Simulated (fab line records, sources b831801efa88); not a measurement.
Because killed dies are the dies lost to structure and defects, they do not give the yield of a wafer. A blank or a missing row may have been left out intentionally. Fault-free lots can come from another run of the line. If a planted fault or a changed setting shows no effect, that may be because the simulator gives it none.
Which tool is to blame? ; flow sky130 ; 24 lots, 72 wafers sampled, at 2 steps of a route of 708

## WHAT THE GAUGES SHOWED, per wafer
SKY_POLY_GATE_THK_MEAS_01.
lot;measured;on;POLY_GATE_CVD_00_THK (nm)
L074;day 14 06:22;filmMetro-03;186.1 186.3 187.0
L075;day 14 14:02;filmMetro-01;185.7 185.6 186.3
L076;day 14 20:24;filmMetro-04;183.1 182.5 182.1
L077;day 15 09:41;filmMetro-04;184.5 183.9 184.3
L078;day 16 03:50;filmMetro-04;185.6 186.6 184.7
L079;day 16 03:50;filmMetro-01;183.3 182.9 182.7
L080;day 16 05:56;filmMetro-04;188.6 188.7 187.2
L081;day 16 12:47;filmMetro-04;183.3 183.3 183.0
L082;day 17 04:38;filmMetro-01;184.6 184.4 185.2
L083;day 17 07:09;filmMetro-01;184.9 184.7 185.0
L085;day 17 19:20;filmMetro-03;181.6 180.9 182.7
L084;day 17 19:22;filmMetro-01;183.9 185.2 182.5
L086;day 18 02:39;filmMetro-03;182.0 182.6 184.1
L087;day 18 15:05;filmMetro-01;184.5 183.5 183.7
L088;day 19 00:52;filmMetro-03;188.3 186.3 185.3
L089;day 19 08:26;filmMetro-04;184.3 182.5 185.1
L090;day 19 18:39;filmMetro-01;183.6 184.9 184.4
L092;day 20 12:43;filmMetro-01;184.2 184.3 186.0
L091;day 20 13:56;filmMetro-01;186.1 184.1 184.6
L093;day 20 19:52;filmMetro-01;184.0 183.6 182.9
L094;day 21 05:44;filmMetro-03;185.0 185.1 184.4
L096;day 21 20:20;filmMetro-03;184.1 184.8 185.0
L095;day 22 00:22;filmMetro-04;186.2 186.6 187.7
L097;day 22 16:52;filmMetro-01;183.9 183.3 185.3

SKY_SD_N_RS_MEAS_16: the measuring method here is four-point-probe.
lot;measured;on;SD_N_RS (ohm/sq)
L074;day 28 03:53;filmMetro-03;69.09 69.07 68.90
L075;day 28 16:16;filmMetro-01;68.79 68.78 68.76
L076;day 28 20:16;filmMetro-04;68.66 68.59 68.55
L077;day 29 12:08;filmMetro-03;68.84 68.99 69.02
L078;day 30 09:29;filmMetro-03;68.83 68.90 69.00
L079;day 30 08:39;filmMetro-03;68.95 69.05 68.98
L080;day 30 09:15;filmMetro-01;68.86 68.82 68.91
L081;day 30 11:59;filmMetro-01;68.57 68.76 68.67
L082;day 31 08:33;filmMetro-03;69.02 68.92 68.85
L083;day 31 11:42;filmMetro-01;68.93 68.89 68.60
L085;day 31 20:13;filmMetro-03;69.08 68.90 68.77
L084;day 32 00:27;filmMetro-01;68.76 68.83 68.87
L086;day 32 03:52;filmMetro-01;68.85 68.69 68.76
L087;day 32 15:04;filmMetro-01;68.90 68.72 68.59
L088;day 32 21:03;filmMetro-03;68.97 68.92 68.79
L089;day 33 06:59;filmMetro-04;68.78 68.62 68.59
L090;day 33 15:31;filmMetro-03;68.89 68.94 68.90
L092;day 34 07:08;filmMetro-04;68.79 68.58 68.80
L091;day 34 11:12;filmMetro-04;68.66 68.62 68.53
L093;day 34 12:15;filmMetro-04;68.72 68.76 68.82
L094;day 34 23:00;filmMetro-04;68.50 68.56 68.65
L096;day 35 06:19;filmMetro-04;68.50 68.43 68.59
L095;day 35 13:17;filmMetro-03;69.02 68.79 68.95
L097;day 36 03:20;filmMetro-01;68.77 68.87 68.64

## WHICH TOOL RAN EACH LOT (tool, then ch and the chambers of the sampled wafers, then the start)
Before these readings, the record contains no process step.

## AS READ BY THE TOOLS THEMSELVES (means over the sampled wafers that have a number; for cases with no such wafer, the mark the record gives instead)
The record holds no such reading with a usual standard deviation.

## THE ANSWER, worked out from the rows above alone
Rule: usual is defined by the lots themselves. The widest of any qualifying gaps counts: lots, ordered by their means at a reading, are off when they make up no more than a third of the lots, leave a main group of 4 or more, and stand apart from it by 3 or more times the standard deviation of that group's means. If all means in a main group match to the digits the tables above print for the reading, that group is not used. A lot without any number at a reading at which 4 lots or more have one is off too. The other lots that the step has rows for count as sound. First the gauges in route order, then the tools' own readings, where a lot's mean is used as printed above. At the first step where some lot is off, the reading lying furthest off is the one used; lots without a number count as furthest.
No lot is off at any reading shown: from this, nothing can be told.

## WHAT THE SIMULATOR PUT IN
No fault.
